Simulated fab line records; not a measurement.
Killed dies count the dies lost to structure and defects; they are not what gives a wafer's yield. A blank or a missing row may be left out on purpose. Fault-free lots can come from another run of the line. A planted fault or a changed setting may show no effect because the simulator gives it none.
Comparing a struck lot with a sound one | flow sky130 | 16 steps out of a route of 708
Sound: these wafers, L876.1, L876.5, L876.6. The struck wafers were L879.1, L879.3, L879.4. The cause comes at the end.
Per side, at each step with rows, come the tool, then ch with its chambers, and then its first start. Under that, the readings that differ: sound wafers | struck wafers | difference of the means | sigmas: that difference in standard deviations of wafers without a fault.
alike: same words and numbers on both sides, and readings whose means sit less than 2 such deviations apart. not compared: any withheld reading, any reading some wafer has no value for, any bound like >300 that may hide the same value, and any number with overlapping values for which the record gives no deviation.
Wherever a step has rows on one side only, a row that says differs or no value, or a row with sigmas, the two part there. Numbers that don't overlap but have no deviation are shown without sigmas and don't part them. A reading missing from all wafers of one side parts the sides only when that side holds two or more wafers.

first, 7 steps without rows for these wafers: SKY_GATE_OXIDE_DEHYDRATE_03 (time 60 s); SKY_GATE_OXIDE_HMDS_04 (prime time 60 s); SKY_GATE_OXIDE_COAT_05 (resist thk 1140 nm); SKY_GATE_OXIDE_SOFTBAKE_06 (time 60 s); SKY_GATE_OXIDE_EXPOSE_07 (exposes mask LVOM, target cd 600 nm); SKY_GATE_OXIDE_PEB_08; SKY_GATE_OXIDE_DEVELOP_09 (develop time 60 s).
SKY_GATE_OXIDE_OVL_MEAS_10:
  sound on overlay-01, day 19 01:01; struck on overlay-01, day 20 04:07
reading             | sound       | struck         | difference | sigmas
GATE_OXIDE_OVL (nm) | 1.5 2.0 1.8 | -2.1 -1.0 -2.6 | -3.7       | -3
then, 2 steps without rows for these wafers: SKY_GATE_OXIDE_IMPLANT_11; SKY_GATE_OXIDE_WET_ETCH_12 (etches SiO2 in dHF, target depth 16.8 nm, time 336 s).
SKY_GATE_OXIDE_STRIP_13: strips in O2/N2.
  sound on plasmaAsher-03 ch 0,1, day 19 01:19; struck on plasmaAsher-02 ch 0,1, day 20 04:25
reading                  | sound             | struck            | difference | sigmas
drypumpMotorCurrentA (A) | 5.45 5.18 5.45    | 5.79 5.81 5.99    | +0.50      | +2
stripTimeToEndpointS (s) | 14.22 14.24 14.25 | 14.16 14.12 14.13 | -0.10      | -2
  alike: oesProductAu
  not compared: rfHoursCounterH
SKY_GATE_OXIDE_TW_MEAS_14:
  sound on filmMetro-01, day 19 01:25; struck on filmMetro-01, day 20 04:31
  alike: GATE_OXIDE_TW
SKY_GATE_OXIDE_CLEAN_15: cleans in SC1/SC2, time 150 s.
  sound on wetBench-01 ch 0, day 19 01:28; struck on wetBench-01 ch 2, day 20 04:34
  no value came back on the struck wafers for bathGuardTempC (C), bathHeatDutyPct (%); on the sound wafers bathGuardTempC (C) reads 70.0 69.9 69.9
reading                                   | sound             | struck            | difference | sigmas
model.SiO2_of_SONOS_ONO_CVD_04.thkNm (nm) | 4.505 4.258 4.293 | 4.914 4.918 4.846 | +0.541     | 
SKY_GATE_OXIDE_OXIDATION_16: stabilise 600 s, purge 300 s, target thk 3.57 nm.
  sound on furnace-02 ch 0, day 19 07:18; struck on furnace-02 ch 0, day 20 05:22
reading                                          | sound             | struck            | difference | sigmas
model.SiO2_of_GATE_OXIDE_OXIDATION_01.thkNm (nm) | 11.38 11.38 11.45 | 12.09 11.76 11.91 | +0.52      | 
  alike: zonePowerLowerPct
then, 1 step without rows for these wafers: SKY_POLY_GATE_CVD_00 (deposits poly-Si, target thk 180 nm, time 720 s).
-- record jumps: 30 days separate the struck wafers' starts on either side; left off in module POLY_GATE, taken up again in module PAD_OPEN, whose first shown step is the route's number 708 --
SKY_PAD_OPEN_PROBE_99:
  sound on prober-02, day 50 11:23; struck on prober-02, day 50 14:44
reading                                | sound                | struck               | difference | sigmas
model.etest.sonosErased.driveUaUm      | 205.4 172.5 191.1    | 146.2 115.8 164.7    | -47.4      | 
model.etest.sonosUncharged.rOnOhmUm    | 815.6 822.9 811.8    | 836.3 830.5 838.2    | +18.2      | 
model.etest.capThinOxide.gateLog10ACm2 | -7.237 -7.06 -7.062  | -5.239 -5.317 -5.218 | +1.862     | 
model.etest.capThinOxide.gateBvV (V)   | 6.956 6.88 6.826     | 5.856 5.826 5.831    | -1.050     | 
model.etest.capOno.gateLog10ACm2       | -8.317 -8.004 -7.981 | -8.867 -8.71 -8.64   | -0.638     | 
model.etest.capOno.gateBvV (V)         | 16.62 16.4 16.7      | 17.32 17.07 17.05    | +0.57      | 
model.etest.capOno.toxAccNm (nm)       | 13.2 12.93 13.01     | 13.6 13.57 13.44     | +0.5       | 
model.etest.sonosProgrammed.vtV (V)    | 1.264 1.463 1.388    | 1.036 1.052 1.096    | -0.310     | 
  alike: killed_at_M0_to_M3, killed_at_M4_up, killedAtContacts, killedAtFrontEnd, killedAtOther, killedDies, killedOpen, killedShort

== WHERE THEY PART ==
At SKY_GATE_OXIDE_OVL_MEAS_10 first; at SKY_GATE_OXIDE_CLEAN_15 last (within this record only). Later steps at which nothing parts them and some readings are alike: SKY_GATE_OXIDE_OXIDATION_16, SKY_PAD_OPEN_PROBE_99.

WHY: what the simulator had put in
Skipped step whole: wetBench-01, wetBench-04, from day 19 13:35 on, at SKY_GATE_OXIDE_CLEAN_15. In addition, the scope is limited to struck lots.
